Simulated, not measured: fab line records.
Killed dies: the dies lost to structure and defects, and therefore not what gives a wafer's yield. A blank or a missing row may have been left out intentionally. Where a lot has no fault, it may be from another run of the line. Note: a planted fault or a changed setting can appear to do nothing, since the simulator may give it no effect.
Which tool did it?	flow sky130	15 lots with 45 wafers sampled at 6 steps, on a route of 708 steps

WHAT THE GAUGES SHOWED, per wafer
SKY_CAPM_THK_MEAS_01.
lot	measured	on	CAPM_CVD_00_THK (nm)
L261	day 36 01:53	film metro-03	15.4 15.1 15.9
L263	day 37 02:46	film metro-01	15.8 15.5 15.9
L264	day 37 06:11	film metro-03	15.4 15.3 15.4
L266	day 37 17:58	film metro-01	15.2 15.8 15.8
L265	day 38 06:59	film metro-04	15.1 15.1 15.4
L267	day 38 19:22	film metro-01	15.6 15.6 15.9
L271	day 40 05:29	film metro-03	15.1 15.3 15.7
L272	day 40 06:50	film metro-03	15.2 15.5 15.4
L274	day 40 15:51	film metro-01	15.2 15.1 15.5
L276	day 40 18:34	film metro-03	14.7 15.0 15.4
L277	day 41 09:07	film metro-03	15.2 15.2 15.4
L278	day 41 14:56	film metro-01	15.0 15.5 15.6
L279	day 41 18:45	film metro-03	15.1 15.3 15.4
L282	day 42 09:20	film metro-01	15.5 14.9 15.2
L283	day 42 16:07	film metro-03	15.6 15.7 15.9

SKY_CAP2M_THK_MEAS_01.
lot	measured	on	CAP2M_CVD_00_THK (nm)
L261	day 39 11:36	film metro-03	15.22 15.53 15.59
L263	day 40 10:28	film metro-01	15.59 15.55 15.76
L264	day 40 13:10	film metro-03	15.25 15.48 15.72
L266	day 40 23:19	film metro-03	15.48 15.45 15.22
L265	day 41 11:17	film metro-01	15.19 15.84 15.68
L267	day 41 23:07	film metro-01	15.32 15.96 15.62
L271	day 43 07:42	film metro-01	15.28 15.45 15.52
L272	day 43 09:47	film metro-01	15.43 15.70 15.60
L274	day 43 18:23	film metro-02	15.56
L276	day 43 19:49	film metro-03	15.36 15.26
L277	day 44 11:17	film metro-02	15.37
L278	day 44 16:11	film metro-02	15.71 15.62 16.06
L279	day 44 19:45	film metro-03	15.60 15.24 15.49
L282	day 45 08:47	film metro-01	15.17 15.39 15.48
L283	day 45 15:17	film metro-01	15.35 15.27 15.57

WHICH TOOL RAN EACH LOT (tool, then ch and the chambers of the sampled wafers, then the start)
lot	SKY_CAPM_CVD_00	SKY_VIA3_ETCH_14	SKY_VIA3_ETCH_15	SKY_VIA3_STRIP_16
L261	pecvd-02 ch 0,1,2, day 36 01:52	rie diel-03 ch 0,3, day 39 09:22	rie diel-03 ch 0,3, day 39 09:25	plasma asher-02 ch 0,1, day 39 09:28
L263	pecvd-01 ch 1,2, day 37 02:44	rie diel-03 ch 0,1,2, day 40 08:56	rie diel-03 ch 0,1,2, day 40 08:59	plasma asher-02 ch 0,1, day 40 09:02
L264	pecvd-02 ch 0,1,2, day 37 06:09	rie diel-03 ch 1,2,3, day 40 11:34	rie diel-03 ch 1,2,3, day 40 11:37	plasma asher-01 ch 0,1, day 40 11:43
L266	pecvd-01 ch 1,2, day 37 17:55	rie diel-01 ch 0,2, day 40 21:46	rie diel-01 ch 0,2, day 40 21:49	plasma asher-01 ch 0,1, day 40 21:52
L265	pecvd-02 ch 0,2, day 38 06:58	rie diel-04 ch 0,1,3, day 41 09:44	rie diel-04 ch 0,1,3, day 41 09:47	plasma asher-02 ch 0,1, day 41 09:50
L267	pecvd-02 ch 0,1,2, day 38 19:20	rie diel-01 ch 0,2, day 41 21:34	rie diel-01 ch 0,2, day 41 21:37	plasma asher-02 ch 0, day 41 21:40
L271	pecvd-03 ch 1,2, day 40 05:26	rie diel-03 ch 2,3, day 43 06:08	rie diel-03 ch 2,3, day 43 06:11	plasma asher-02 ch 0,1, day 43 06:17
L272	pecvd-02 ch 0,1,2, day 40 06:49	rie diel-04 ch 0,2,3, day 43 08:13	rie diel-04 ch 0,2,3, day 43 08:16	plasma asher-01 ch 0,1, day 43 08:19
L274	pecvd-02 ch 0,1,2, day 40 15:50	rie diel-03 ch 0,3, day 43 15:59	rie diel-03 ch 0,3, day 43 16:02	plasma asher-01 ch 0,1, day 43 16:05
L276	pecvd-03 ch 0,2, day 40 18:33	rie diel-03 ch 0,2,3, day 43 18:13	rie diel-03 ch 0,2,3, day 43 18:16	plasma asher-02 ch 0,1, day 43 18:19
L277	pecvd-02 ch 0,1,2, day 41 09:05	rie diel-03 ch 1,2,3, day 44 09:38	rie diel-03 ch 1,2,3, day 44 09:41	plasma asher-02 ch 0,1, day 44 09:45
L278	pecvd-03 ch 0,2, day 41 14:55	rie diel-01 ch 0,2,3, day 44 14:38	rie diel-01 ch 0,2,3, day 44 14:41	plasma asher-02 ch 0,1, day 44 14:44
L279	pecvd-02 ch 1,2, day 41 18:44	rie diel-01 ch 0,2, day 44 18:04	rie diel-01 ch 0,2, day 44 18:07	plasma asher-01 ch 0,1, day 44 18:10
L282	pecvd-03 ch 0,2, day 42 09:18	rie diel-01 ch 1,3, day 45 06:46	rie diel-01 ch 1,3, day 45 06:49	plasma asher-04 ch 0,1, day 45 06:52
L283	pecvd-02 ch 0, day 42 16:05	rie diel-01 ch 2,3, day 45 13:40	rie diel-01 ch 2,3, day 45 13:43	plasma asher-04 ch 1, day 45 13:46
- SKY_CAPM_CVD_00: deposits SiO2, target thk 15.5 nm.
- SKY_VIA3_ETCH_14: etches BARC in N2/H2, stops on SiO2, time 45.9 s, target depth 60 nm.
- SKY_VIA3_ETCH_15: etches SiO2 in C4F8/O2/Ar, stops on TiN, target depth 507 nm, time 78 s.
- SKY_VIA3_STRIP_16: strips in O2/N2.

AS READ BY THE TOOLS THEMSELVES (means over the sampled wafers that have a number; for cases with no such wafer, the mark the record gives instead)
SKY_CAPM_CVD_00.
lot	tool	heater power outer w (W)	heater power w (W)	rf fwd power W (W)
L261	pecvd-02	414	664	441.8
L263	pecvd-01	429	672	443.0
L264	pecvd-02	405	678	440.0
L266	pecvd-01	398	628	442.8
L265	pecvd-02	424	707	441.9
L267	pecvd-02	412	676	441.5
L271	pecvd-03	403	687	444.4
L272	pecvd-02	385	658	440.7
L274	pecvd-02	414	688	440.5
L276	pecvd-03	416	710	442.2
L277	pecvd-02	386	650	442.7
L278	pecvd-03	454	757	442.4
L279	pecvd-02	405	678	439.7
L282	pecvd-03	409	684	442.3
L283	pecvd-02	479	781	444.1

SKY_VIA3_ETCH_14.
lot	tool	drypump motor current A (A)	oes product au (a.u.)	rf fwd power W (W)	throttle valve pct (%)
L261	rie diel-03	6.2	0.853	495.7	13.219
L263	rie diel-03	6.2	0.856	495.6	13.227
L264	rie diel-03	6.3	0.852	495.9	13.228
L266	rie diel-01	5.4	0.856	494.8	13.228
L265	rie diel-04	5.9	0.857	493.8	13.218
L267	rie diel-01	5.3	0.852	496.5	13.231
L271	rie diel-03	6.3	0.859	495.1	13.225
L272	rie diel-04	6.1	0.855	493.3	13.229
L274	rie diel-03	6.2	0.825	493.5	13.225
L276	rie diel-03	6.1	0.840	495.4	13.227
L277	rie diel-03	6.3	0.823	495.1	13.225
L278	rie diel-01	5.8	0.854	493.5	13.224
L279	rie diel-01	5.5	0.853	496.1	13.220
L282	rie diel-01	5.8	0.855	496.6	13.223
L283	rie diel-01	6.0	0.850	495.5	13.234

SKY_VIA3_ETCH_15.
lot	tool	oes product au (a.u.)	rf fwd power W (W)
L261	rie diel-03	0.944	1484
L263	rie diel-03	0.943	1495
L264	rie diel-03	0.946	1488
L266	rie diel-01	0.943	1491
L265	rie diel-04	0.952	1491
L267	rie diel-01	0.943	1496
L271	rie diel-03	0.945	1493
L272	rie diel-04	0.944	1483
L274	rie diel-03	0.565	1490
L276	rie diel-03	0.760	1487
L277	rie diel-03	0.562	1490
L278	rie diel-01	0.943	1489
L279	rie diel-01	0.943	1493
L282	rie diel-01	0.947	1490
L283	rie diel-01	0.944	1490

SKY_VIA3_STRIP_16.
lot	tool	drypump motor current A (A)	oes product au (a.u.)	strip time to endpoint s (s)
L261	plasma asher-02	6.0	0.405	4.127
L263	plasma asher-02	5.9	0.403	4.122
L264	plasma asher-01	5.9	0.402	4.134
L266	plasma asher-01	5.9	0.404	4.137
L265	plasma asher-02	5.9	0.399	4.131
L267	plasma asher-02	6.2	0.406	4.144
L271	plasma asher-02	5.7	0.401	4.144
L272	plasma asher-01	6.0	0.404	4.119
L274	plasma asher-01	5.9	0.405	4.229
L276	plasma asher-02	6.0	0.402	4.181
L277	plasma asher-02	5.9	0.406	4.242
L278	plasma asher-02	5.9	0.404	4.140
L279	plasma asher-01	5.9	0.405	4.134
L282	plasma asher-04	5.5	0.403	4.115
L283	plasma asher-04	5.3	0.403	4.145

THE ANSWER, worked out from the rows above alone
Rule: the usual values come from the lots themselves. Put in order of their means at a reading, lots are off if they are a third of the lots or fewer, leave a main group of 4 or more, and stand apart from it by a gap of 3 or more times the standard deviation of the main group's means; of several such gaps the widest counts. If all means in a main group match to the digits the tables above print for the reading, that group is not used. Also off: a lot with no number at a reading for which 4 or more lots have one. The other lots that the step has rows for count as sound. Order of review: gauges by route order, followed by the tools' own readings, for which a lot's mean as printed above is used. The first step at which some lot is off is used, and at that step the reading that is off furthest; a lot without a number counts as furthest.
Off: L274, L276, L277 (SKY_VIA3_ETCH_14, oes product au). Main group: mean 0.854 a.u., sd 0.0024.
A tool fits if, at that step or a process step before it, it ran every lot that is off, and no sound lot after the first of them. One fits: rie diel-03 at SKY_VIA3_ETCH_14. A fault onset in the window from L271 (day 43 06:08, its last sound lot) to L274 (day 43 15:59, its first lot off) fits.
On the lots that are off, the tool's own readings at SKY_VIA3_ETCH_14 differ by more than 5 times the standard deviation of the sound lots' means, which bears it out; oes product au reads 0.829 a.u. there versus 0.854 a.u. on the sound lots.

WHAT HAD BEEN PUT IN BY THE SIMULATOR
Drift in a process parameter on rie diel-03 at SKY_VIA3_ETCH_14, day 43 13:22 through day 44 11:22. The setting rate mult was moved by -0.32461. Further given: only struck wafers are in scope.
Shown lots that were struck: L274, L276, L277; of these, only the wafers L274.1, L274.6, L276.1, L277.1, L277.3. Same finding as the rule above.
